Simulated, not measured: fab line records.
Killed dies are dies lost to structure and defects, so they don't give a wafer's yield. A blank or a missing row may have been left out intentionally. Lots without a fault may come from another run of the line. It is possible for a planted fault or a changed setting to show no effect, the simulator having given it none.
Which tool is to blame?	flow gf180mcu	12 lots, 36 wafers sampled, at 5 steps of a route of 602

WHAT EACH GAUGE READ, for each wafer
GF_V3_THK_MEAS_03.
lot	measured	on	V3_CVD_02_THK (nm)
L825	day 21 14:16	film metro-02	848 852 864
L829	day 23 07:42	film metro-02	854 862 855
L833	day 24 17:52	film metro-03	851 858 850
L837	day 25 23:40	film metro-03	837 848 857
L838	day 26 04:49	film metro-02	843 845 857
L840	day 27 01:34	film metro-03	838 844 868
L841	day 27 11:52	film metro-02	836 860 856
L842	day 27 18:59	film metro-01	832 849 847
L843	day 27 19:38	film metro-03	835 843 842
L844	day 28 03:25	film metro-03	833 842 856
L845	day 28 11:41	film metro-03	851 851 857
L846	day 28 19:31	film metro-01	851 844 860

GF_V3_CD_MEAS_14 targets a cd of 260 nm.
lot	measured	on	cd nm (nm)
L825	day 22 13:58	cd sem-02	259.0 260.2 260.1
L829	day 24 06:25	cd sem-02	248.7 249.6 250.0
L833	day 25 15:36	cd sem-02	248.9 249.1 249.8
L837	day 26 20:42	cd sem-01	262.7 261.9 261.4
L838	day 27 02:16	cd sem-01	259.5 260.3 259.8
L840	day 27 22:13	cd sem-02	258.7 258.9 258.5
L841	day 28 08:05	cd sem-01	260.2 259.8 258.7
L842	day 28 14:52	cd sem-01	260.6 259.6 260.4
L843	day 28 15:14	cd sem-02	259.7 259.2 259.0
L844	day 28 23:22	cd sem-01	258.2 257.3 257.8
L845	day 29 06:04	cd sem-02	259.3 259.6 259.7
L846	day 29 14:19	cd sem-02	260.2 263.2 260.7

TOOL THAT RAN EACH LOT (tool first, then ch and the chambers of the sampled wafers, then the start)
lot	GF_V2_CVD_23	GF_M3_SPUTTER_03	GF_V3_SOFTBAKE_10
L825	cvd w-02 ch 0,1, day 20 12:06	pvd sputter-02, day 20 12:51	litho track-04 ch 0, day 22 02:00
L829	cvd w-01 ch 0,1, day 22 06:26	pvd sputter-02, day 22 07:11	litho track-03 ch 0, day 23 19:00
L833	cvd w-02 ch 0,1, day 23 18:28	pvd sputter-02, day 23 19:11	litho track-03 ch 0, day 25 04:00
L837	cvd w-02 ch 0,1, day 25 00:56	pvd sputter-04, day 25 01:41	litho track-04 ch 0, day 26 10:00
L838	cvd w-01 ch 0,1, day 25 06:26	pvd sputter-03, day 25 07:11	litho track-04 ch 0, day 26 16:00
L840	cvd w-02 ch 0,1, day 26 02:47	pvd sputter-04, day 26 03:32	litho track-03 ch 0, day 27 12:00
L841	cvd w-01 ch 0,1, day 26 13:58	pvd sputter-04, day 26 14:43	litho track-03 ch 0, day 27 22:00
L842	cvd w-01 ch 0,1, day 26 20:42	pvd sputter-04, day 26 21:28	litho track-03 ch 0, day 28 05:00
L843	cvd w-02 ch 0,1, day 26 22:07	pvd sputter-02, day 26 22:53	litho track-01 ch 0, day 28 05:00
L844	cvd w-02 ch 0,1, day 27 05:40	pvd sputter-04, day 27 06:25	litho track-03 ch 0, day 28 13:00
L845	cvd w-02 ch 0,1, day 27 13:38	pvd sputter-02, day 27 14:22	litho track-04 ch 0, day 28 21:00
L846	cvd w-01 ch 1, day 27 21:56	pvd sputter-03, day 27 22:41	litho track-03 ch 0, day 29 05:00
- GF_V2_CVD_23: deposits W, target thk 350 nm, time 104.94 s.
- GF_M3_SPUTTER_03: material Ti, target thk 10 nm, time 6.7 s.
- GF_V3_SOFTBAKE_10: time 60 s.

WHAT THE TOOLS THEMSELVES READ (means of the sampled wafers that have a number; where no wafer has one, the mark that the record gives instead)
GF_V2_CVD_23.
lot	tool	heater power w (W)
L825	cvd w-02	819
L829	cvd w-01	919
L833	cvd w-02	839
L837	cvd w-02	815
L838	cvd w-01	923
L840	cvd w-02	832
L841	cvd w-01	919
L842	cvd w-01	931
L843	cvd w-02	834
L844	cvd w-02	829
L845	cvd w-02	834
L846	cvd w-01	911

GF_M3_SPUTTER_03.
lot	tool	cathode dc power W (W)	substrate temp c (C)	throttle valve pct (%)
L825	pvd sputter-02	3000.0	299.83	29.2
L829	pvd sputter-02	2999.8	299.98	28.8
L833	pvd sputter-02	3000.3	300.09	29.7
L837	pvd sputter-04	3000.5	300.00	28.7
L838	pvd sputter-03	2999.9	300.01	29.9
L840	pvd sputter-04	3000.2	300.12	29.4
L841	pvd sputter-04	3000.0	300.00	29.3
L842	pvd sputter-04	2999.9	300.20	28.8
L843	pvd sputter-02	3000.3	299.94	31.0
L844	pvd sputter-04	2999.7	300.03	29.7
L845	pvd sputter-02	2999.8	299.96	30.3
L846	pvd sputter-03	2999.6	299.92	30.6

GF_V3_SOFTBAKE_10.
lot	tool	exhaust pa (Pa)	heater power total W (W)	plate temp C (C)
L825	litho track-04	45.3	93.04	130.20
L829	litho track-03	45.5	88.73	125.26
L833	litho track-03	44.5	88.65	125.29
L837	litho track-04	45.0	93.06	129.89
L838	litho track-04	45.0	93.05	130.01
L840	litho track-03	45.9	93.06	129.94
L841	litho track-03	44.5	93.05	129.98
L842	litho track-03	44.7	93.00	130.00
L843	litho track-01	45.1	93.03	130.15
L844	litho track-03	46.0	93.01	130.03
L845	litho track-04	43.8	92.98	129.93
L846	litho track-03	44.7	93.06	130.04

THE ANSWER, worked out from the rows above alone
Rule: usual is defined by the lots themselves. The widest of any qualifying gaps counts: lots, ordered by their means at a reading, are off when they make up no more than a third of the lots, leave a main group of 4 or more, and stand apart from it by 3 or more times the standard deviation of that group's means. The tables above print the reading to a certain number of digits; a main group whose means all agree to those digits is not used. A lot without any number at a reading at which 4 lots or more have one is off too. All remaining lots with rows at the step are treated as sound. After the gauges, taken in route order, come the tools' own readings; for these a lot's mean is taken, as printed above. At the first step where some lot is off, the reading lying furthest off is the one used; lots without a number count as furthest.
Off, at GF_V3_CD_MEAS_14 on cd nm: L829, L833. For the main group the mean is 259.8 nm and the standard deviation 1.1.
If a tool, at a process step before that reading, ran all the lots that are off and no sound lot after the first of them, it fits. The gauges at GF_V3_CD_MEAS_14 aren't tried: what is off there is off at GF_V3_SOFTBAKE_10 too, on other tools, and a gauge's error can't cause that. No candidate that was tried fits.

WHAT THE SIMULATOR PUT IN
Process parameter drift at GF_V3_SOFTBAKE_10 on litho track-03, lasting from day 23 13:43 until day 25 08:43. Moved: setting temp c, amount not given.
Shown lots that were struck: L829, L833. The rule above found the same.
